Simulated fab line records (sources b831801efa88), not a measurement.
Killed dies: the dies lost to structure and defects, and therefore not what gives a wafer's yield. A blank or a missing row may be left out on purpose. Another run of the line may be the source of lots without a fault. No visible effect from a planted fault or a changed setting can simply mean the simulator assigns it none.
Which of the tools did it? || flow sky130 || Sampling: 11 lots, 33 wafers, 4 of 708 route steps

## WHAT EACH GAUGE READ, for each wafer
SKY_VIA2_THK_MEAS_23: measures by xrf.
{"lot": "L572", "measured": "day 35 14:44", "on": "film_metro-03", "VIA2_W_THK (nm)": "440 439 441"}
{"lot": "L573", "measured": "day 36 11:08", "on": "film_metro-03", "VIA2_W_THK (nm)": "442 436 436"}
{"lot": "L583", "measured": "day 39 10:26", "on": "film_metro-04", "VIA2_W_THK (nm)": "428 432 433"}
{"lot": "L582", "measured": "day 39 15:56", "on": "film_metro-01", "VIA2_W_THK (nm)": "453 453 452"}
{"lot": "L585", "measured": "day 40 03:03", "on": "film_metro-01", "VIA2_W_THK (nm)": "437 438 429"}
{"lot": "L589", "measured": "day 41 18:50", "on": "film_metro-03", "VIA2_W_THK (nm)": "450 452 450"}
{"lot": "L590", "measured": "day 42 00:29", "on": "film_metro-03", "VIA2_W_THK (nm)": "439 434 444"}
{"lot": "L592", "measured": "day 42 19:21", "on": "film_metro-03", "VIA2_W_THK (nm)": "442 450 440"}
{"lot": "L593", "measured": "day 43 02:39", "on": "film_metro-01", "VIA2_W_THK (nm)": "442 442 439"}
{"lot": "L595", "measured": "day 43 03:39", "on": "film_metro-01", "VIA2_W_THK (nm)": "432 427 430"}
{"lot": "L594", "measured": "day 43 08:45", "on": "film_metro-03", "VIA2_W_THK (nm)": "446 432 438"}

## WHAT TOOL EACH LOT RAN ON (gives the tool, then ch and the chambers of the sampled wafers, and finally the start)
{"lot": "L572", "SKY_VIA2_ETCH_14": "rie_diel-02 ch 0,2, day 35 13:43", "SKY_VIA2_STRIP_16": "plasma_asher-01 ch 0,1, day 35 13:49", "SKY_VIA2_CVD_21": "cvd_w-02 ch 0, day 35 14:29"}
{"lot": "L573", "SKY_VIA2_ETCH_14": "rie_diel-01 ch 1,2, day 36 10:05", "SKY_VIA2_STRIP_16": "plasma_asher-02 ch 0,1, day 36 10:11", "SKY_VIA2_CVD_21": "cvd_w-02 ch 0, day 36 10:53"}
{"lot": "L583", "SKY_VIA2_ETCH_14": "rie_diel-01 ch 0,2,3, day 39 09:25", "SKY_VIA2_STRIP_16": "plasma_asher-03 ch 0,1, day 39 09:31", "SKY_VIA2_CVD_21": "cvd_w-02 ch 0,1, day 39 10:11"}
{"lot": "L582", "SKY_VIA2_ETCH_14": "rie_diel-01 ch 0,1,3, day 39 14:50", "SKY_VIA2_STRIP_16": "plasma_asher-02 ch 0,1, day 39 14:57", "SKY_VIA2_CVD_21": "cvd_w-02 ch 0,1, day 39 15:40"}
{"lot": "L585", "SKY_VIA2_ETCH_14": "rie_diel-01 ch 2,3, day 40 02:02", "SKY_VIA2_STRIP_16": "plasma_asher-03 ch 0,1, day 40 02:08", "SKY_VIA2_CVD_21": "cvd_w-01 ch 0,1, day 40 02:47"}
{"lot": "L589", "SKY_VIA2_ETCH_14": "rie_diel-02 ch 0,2,3, day 41 17:47", "SKY_VIA2_STRIP_16": "plasma_asher-01 ch 0,1, day 41 17:53", "SKY_VIA2_CVD_21": "cvd_w-01 ch 0,1, day 41 18:35"}
{"lot": "L590", "SKY_VIA2_ETCH_14": "rie_diel-02 ch 0,3, day 41 23:28", "SKY_VIA2_STRIP_16": "plasma_asher-01 ch 0,1, day 41 23:34", "SKY_VIA2_CVD_21": "cvd_w-02 ch 0,1, day 42 00:14"}
{"lot": "L592", "SKY_VIA2_ETCH_14": "rie_diel-02 ch 2,3, day 42 18:20", "SKY_VIA2_STRIP_16": "plasma_asher-03 ch 0,1, day 42 18:27", "SKY_VIA2_CVD_21": "cvd_w-02 ch 0,1, day 42 19:06"}
{"lot": "L593", "SKY_VIA2_ETCH_14": "rie_diel-02 ch 0,2,3, day 43 01:38", "SKY_VIA2_STRIP_16": "plasma_asher-01 ch 0,1, day 43 01:45", "SKY_VIA2_CVD_21": "cvd_w-02 ch 0,1, day 43 02:24"}
{"lot": "L595", "SKY_VIA2_ETCH_14": "rie_diel-04 ch 1,2,3, day 43 02:38", "SKY_VIA2_STRIP_16": "plasma_asher-02 ch 0,1, day 43 02:44", "SKY_VIA2_CVD_21": "cvd_w-02 ch 1, day 43 03:23"}
{"lot": "L594", "SKY_VIA2_ETCH_14": "rie_diel-02 ch 0,2,3, day 43 07:44", "SKY_VIA2_STRIP_16": "plasma_asher-01 ch 0,1, day 43 07:51", "SKY_VIA2_CVD_21": "cvd_w-02 ch 0,1, day 43 08:30"}
- SKY_VIA2_ETCH_14: etches BARC in N2/H2, stops on SiO2, time 45.9 s, target depth 60 nm.
- SKY_VIA2_STRIP_16: strips in O2/N2.
- SKY_VIA2_CVD_21: deposits W, target thk 420 nm, time 126.4 s.

## THE ANSWER, worked out from the rows above alone
Rule: the usual values come from the lots themselves. Put in order of their means at a reading, lots are off if they are a third of the lots or fewer, leave a main group of 4 or more, and stand apart from it by a gap of 3 or more times the standard deviation of the main group's means; of several such gaps the widest counts. A main group whose means are all the same, to the digits that the tables above print for the reading, isn't used. Also off: a lot with no number at a reading for which 4 or more lots have one. All remaining lots with rows at the step are treated as sound.
Nothing can be told from this: no lot is off at any reading shown.

## WHAT WAS PUT IN BY THE SIMULATOR
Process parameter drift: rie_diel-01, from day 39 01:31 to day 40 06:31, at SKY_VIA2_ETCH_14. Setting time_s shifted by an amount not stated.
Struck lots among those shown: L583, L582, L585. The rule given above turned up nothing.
